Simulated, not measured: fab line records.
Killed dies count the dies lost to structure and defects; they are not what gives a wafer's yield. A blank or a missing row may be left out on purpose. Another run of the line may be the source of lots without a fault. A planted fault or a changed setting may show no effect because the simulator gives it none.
Split-lot study    flow sky130    on a route of 708 steps: 5 lots, 23 wafers read

ON THE SPLIT
At SKY_CAP2M_METAL_ETCH_13 (etches TiN in Cl2/BCl3, stops on SiO2, target depth 220 nm, time 62.9 s), the setting time s was moved away from the recipe's 62.9 s on 4 of the 23 wafers read, by -8.5% to +13.8%. All remaining wafers had this setting at the recipe value.

The reading is taken at the split's own step.

THE READING
NOVOLAK_of_CAP2M_COAT_07.thk nm (the simulator's own value, which no gauge read), in nm, at SKY_CAP2M_METAL_ETCH_13 (etches TiN in Cl2/BCl3, stops on SiO2, target depth 220 nm, time 62.9 s). There is no usual value for it anywhere in the file. Average 994.6 nm, standard deviation 2 nm, over the 19 wafers here run with the recipe.

wafer   tool, chamber at the split  time s as run, s  against the recipe  NOVOLAK_of_CAP2M_COAT_07.thk nm, nm  against lot-mates on the recipe
L076.1  rie metal-04, 0             62.9              recipe              994.1                                -
L076.3  rie metal-04, 1             62.9              recipe              997.1                                -
L076.4  rie metal-04, 0             71.6              +13.8%              969                                  -27.4
L076.5  rie metal-04, 0             71.6              +13.8%              970.1                                -26.3
L076.6  rie metal-04, 1             62.9              recipe              997.9                                -
L077.1  rie metal-02, 1             62.9              recipe              995.9                                -
L077.2  rie metal-02, 1             62.9              recipe              996.3                                -
L077.3  rie metal-02, 1             57.56             -8.5%               1009                                 +13.2
L077.4  rie metal-02, 1             62.9              recipe              995.2                                -
L077.5  rie metal-02, 1             57.56             -8.5%               1005                                 +9.2
L079.1  rie metal-02, 0             62.9              recipe              990.1                                -
L079.2  rie metal-02, 1,0           62.9              recipe              991.9                                -
L079.3  rie metal-02, 1,0           62.9              recipe              991.9                                -
L079.5  rie metal-02, 1             62.9              recipe              996.6                                -
L079.6  rie metal-02, 0             62.9              recipe              994.9                                -
L081.1  rie metal-03, 1             62.9              recipe              996.7                                -
L081.2  rie metal-03, 0             62.9              recipe              992.4                                -
L081.5  rie metal-03, 1             62.9              recipe              993.9                                -
L084.2  rie metal-02, 0             62.9              recipe              994                                  -
L084.3  rie metal-02, 0             62.9              recipe              993.6                                -
L084.4  rie metal-02, 1             62.9              recipe              996.1                                -
L084.5  rie metal-02, 0             62.9              recipe              993.2                                -
L084.6  rie metal-02, 1             62.9              recipe              994.7                                -
Where a row lists several chambers, the file gives one row for several wafers and doesn't say which wafer went through which chamber.

FIT RESULTS
A straight line over all 23 wafers: NOVOLAK_of_CAP2M_COAT_07.thk nm changes by -1.71 nm for each +1% of time s; r = -0.97; the points scatter about the line by 2.1 nm.
The same after taking each lot's own level away (the mean of its wafers on the recipe; 23 wafers): -1.76 nm for each +1%; r = -0.97; scatter 2.1 nm.
That fit puts the effect of the largest move of time s on the reading at 24 nm.
The span of the lots' own levels, 993.08 to 996.37 nm, comes to 1.6 times the standard deviation stated above.
Consequently the slope shifts little with the lot-to-lot level, the two slopes agreeing.
Check: with one of the wafers moved furthest among these (+13.8%) left out of the fit, the line predicts -23.3 nm for it against its lot-mates. It came out at -27.4 nm against them.

THESE WAFERS: OTHER SPLITS
Other splits were also applied to these wafers ahead of the reading. Each is held against what the fit with the lots' levels taken away leaves over:
other split on the same wafers  wafers away from the commonest value  r with NOVOLAK_of_CAP2M_COAT_07.thk nm (lot level and that fit taken away)
SKY_VIA3_ETCH_15 source w       10                                    +0.04

THE WHOLE CHAIN: every reading that the file lists as answering this split, in the file's order
step                     what it does                                                             reading                                                                           change (the file's fit)               r (the file's)
SKY_CAP2M_METAL_ETCH_13  etches TiN in Cl2/BCl3, stops on SiO2, target depth 220 nm, time 62.9 s  NOVOLAK_of_CAP2M_COAT_07.thk nm (the simulator's own value, which no gauge read)  -1.77 nm for each +1% of the setting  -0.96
SKY_CAP2M_STRIP_14       strips in O2/N2                                                          strip time to endpoint s                                                          withheld for each +1% of the setting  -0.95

THE FILE'S OWN FIT
NOVOLAK_of_CAP2M_COAT_07.thk nm changes by -1.77 nm for each +1% of time s, r = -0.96.
